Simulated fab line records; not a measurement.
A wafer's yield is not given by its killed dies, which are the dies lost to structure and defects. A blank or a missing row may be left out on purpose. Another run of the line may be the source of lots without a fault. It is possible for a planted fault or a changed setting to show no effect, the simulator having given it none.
A struck lot beside a sound one    flow sky130    15 steps out of a route of 708
Sound: the wafers L199.2, L199.3, L199.6. The struck wafers were L213.1, L213.2, L213.4. At the end, the cause is stated.
Each step with rows lists, per side, the tool, then ch with its chambers, then its first start. Under that, the readings that differ: sound wafers    struck wafers    difference of the means    sigmas: that difference in standard deviations of wafers without a fault.
alike: readings whose means differ by less than 2 such deviations, and words and numbers that are the same on both sides. not compared: withheld readings, readings that some wafer has no value for, bounds like >300 that may hide the same value, and numbers for which the record gives no deviation and whose values overlap.
The two part at a step that has a row with sigmas, a row that says differs or no value, or rows on one side only. Non-overlapping numbers with no deviation appear without sigmas and do not part them. A reading that every wafer of one side lacks parts them only if that side has two wafers or more.

first, 2 steps without rows for these wafers: SKY_CONTACT_PEB_12; SKY_CONTACT_DEVELOP_13 (develop time 60 s).
SKY_CONTACT_CD_MEAS_14: the cd target is 170 nm.
  sound on cd_sem-01, day 32 20:50; struck on cd_sem-02, day 37 07:03
  alike: cd_nm
SKY_CONTACT_OVL_MEAS_15:
  sound on overlay-01, day 32 20:57; struck on overlay-02, day 37 07:10
  alike: CONTACT_OVL
SKY_CONTACT_ETCH_16: etches BARC in N2/H2, stops on SiO2, time 45.9 s, target depth 60 nm.
  sound on rie_diel-01 ch 0,1,2, day 32 20:59; struck on rie_diel-01 ch 0,1,2, day 37 07:12
  alike: drypump_motor_current_A, oes_product_au, throttle_valve_pct
  not compared: rf_hours_counter_h
SKY_CONTACT_ETCH_17: etches SiO2 in C4F8/O2/Ar, stops on Si3N4, target depth 340 nm.
  sound on rie_diel-01 ch 0,1,2, day 32 21:01; struck on rie_diel-01 ch 0,1,2, day 37 07:14
  alike: oes_product_au
SKY_CONTACT_ETCH_18: etches Si3N4 in CHF3/O2, stops on TiN, time 39 s, target depth 75 nm.
  sound on rie_diel-01 ch 0,1,2; struck on rie_diel-01 ch 0,1,2
  alike: O2_flow_sccm, drypump_motor_current_A, oes_product_au, throttle_valve_pct
  not compared: rf_hours_counter_h
SKY_CONTACT_STRIP_19: strips in O2/N2.
  sound on plasma_asher-01 ch 0,1, day 32 21:07; struck on plasma_asher-02 ch 0,1, day 37 07:20
reading                      sound        struck       difference  sigmas
drypump_motor_current_A (A)  6.5 6.4 6.5  5.4 5.4 5.4  -1.1        -2
  alike: oes_product_au, strip_time_to_endpoint_s
  not compared: rf_hours_counter_h
then, 3 steps without rows for these wafers: SKY_CONTACT_STRIP_20 (strips in post etch residue remover, time 1200 s); SKY_CONTACT_CLEAN_21 (cleans in IPA, time 180 s); SKY_CONTACT_CLEAN_22 (cleans in O3/DIW).
SKY_CONTACT_SPUTTER_23: material TiN, target thk 20 nm, time 80 s.
  sound on pvd_sputter-04, day 32 21:43; struck on pvd_sputter-03, day 37 07:56
  alike: throttle_valve_pct
SKY_CONTACT_CVD_24: deposits W, target thk 340 nm, time 102.12 s.
  sound on cvd_w-02 ch 0,1, day 32 21:46; struck on cvd_w-02 ch 0,1, day 37 07:59
reading                                sound              struck             difference  sigmas
chamber_pressure_Torr (Torr)           39.90 40.07 39.97  35.85 36.03 35.95  -4.04       -41
model.W_of_CONTACT_CVD_24.thk_nm (nm)  338.6 358.5 339    333.3 319.5 335.7  -15.9       
  alike: heater_power_outer_w, heater_power_w
SKY_CONTACT_RS_MEAS_25: uses a four-point probe to measure.
  sound on film_metro-03, day 32 21:54; struck on film_metro-03, day 37 08:06
reading                sound              struck             difference  sigmas
CONTACT_W_RS (ohm/sq)  0.339 0.321 0.339  0.345 0.359 0.341  +0.015      +2
next, for these wafers, 1 step has no rows: SKY_PAD_OPEN_PROBE_99.

WHERE THEY PART
At SKY_CONTACT_STRIP_19 first; at SKY_CONTACT_RS_MEAS_25 last (within this record only).

WHY: the cause the simulator had injected
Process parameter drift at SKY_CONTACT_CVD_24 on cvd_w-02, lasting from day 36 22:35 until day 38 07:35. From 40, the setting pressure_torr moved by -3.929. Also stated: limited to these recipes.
